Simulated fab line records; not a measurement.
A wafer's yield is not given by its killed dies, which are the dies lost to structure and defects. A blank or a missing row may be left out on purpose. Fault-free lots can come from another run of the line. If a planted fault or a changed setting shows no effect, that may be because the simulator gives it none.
One fault through the eyes of 2 desks / flow sfq line / what lay behind the numbers comes last; until then each desk has only its own

== TOOL OWNER'S DESK, litho track-02 ==
The tool's own readings at SFQ_TRILAYER_I2_VIA_LITHO_COAT_072 (resist thk 62 nm): means of the sampled wafers that have a number, for each lot that ran on this tool. A lot is out of limits, marked OUT, if its mean lies more than 4 standard deviations from the usual mean; the brackets give that distance.
Columns: A = spin speed rpm at SFQ_TRILAYER_I2_VIA_LITHO_COAT_072, usual 2999.7 rpm
lot=L394; first seen here=day 21 23:20; A=3001.9
lot=L398; first seen here=day 23 08:07; A=3266.6 (+99 or more) OUT
lot=L399; first seen here=day 24 20:10; A=3266.3 (+99 or more) OUT
lot=L408; first seen here=day 27 11:10; A=2997.8
lot=L410; first seen here=day 27 19:00; A=2998.8
lot=L411; first seen here=day 27 22:03; A=2999.3
This desk's verdict: out of limits on L398, L399, starting with L398 at day 23 08:07 (spin speed rpm at SFQ_TRILAYER_I2_VIA_LITHO_COAT_072). L394, L408, L410, L411 stayed within limits.

== THE METROLOGY DESK ==
Means of the sampled wafers that have a number, per lot and without regard to the tool the lot ran on: this is what the gauges read. A lot is out of limits, marked OUT, if its mean lies more than 4 standard deviations from the usual mean; the brackets give that distance.
Columns: A = M0_OVL at SFQ_M0_OVL_MEAS_906, usual 1 nm; B = M8_AU_RS at SFQ_M8_RS_MEAS_949, usual 0.1465 ohm/sq
lot=L390; first seen here=day 7 09:19; A=4; B=0.1472
lot=L392; first seen here=day 7 22:19; A=-6; B=0.1467
lot=L394; first seen here=day 8 10:32; A=-3; B=0.1465
lot=L395; first seen here=day 8 14:07; A=-2; B=0.1469
lot=L398; first seen here=day 9 09:08; A=1; B=0.1449
lot=L399; first seen here=day 9 18:45; A=-4; B=0.1470
lot=L400; first seen here=day 9 19:56; A=0; B=0.1448
lot=L405; first seen here=day 11 10:21; A=-0; B=0.1482
lot=L407; first seen here=day 11 20:41; A=7; B=0.1463
lot=L408; first seen here=day 12 02:42; A=3; B=0.1452
lot=L409; first seen here=day 12 07:31; A=2; B=0.1484
lot=L410; first seen here=day 12 12:17; A=-2; B=0.1445
lot=L411; first seen here=day 12 17:05; A=-1; B=0.1470
lot=L412; first seen here=day 12 23:05; A=9; B=0.1467
This desk's verdict: no lot among the 14 shows anything out of limits.

== BROUGHT TOGETHER ==
The tool owner's desk could have raised an alarm at day 23 08:07, on L398, L399.
Metrology desk: nothing out of limits seen.
The metrology desk has L398, L399 on record, within its limits.
On litho track-02, each named lot ran SFQ_TRILAYER_I2_VIA_LITHO_COAT_072.

== WHAT THE SIMULATOR HAD PUT IN ==
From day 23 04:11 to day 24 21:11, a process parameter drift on litho track-02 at SFQ_TRILAYER_I2_VIA_LITHO_COAT_072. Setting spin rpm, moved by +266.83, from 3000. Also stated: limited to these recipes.
Lots struck among those shown: L398, L399.
How many hours passed from the start of the fault until each desk's first out-of-limits reading: the tool owner's desk, 4.
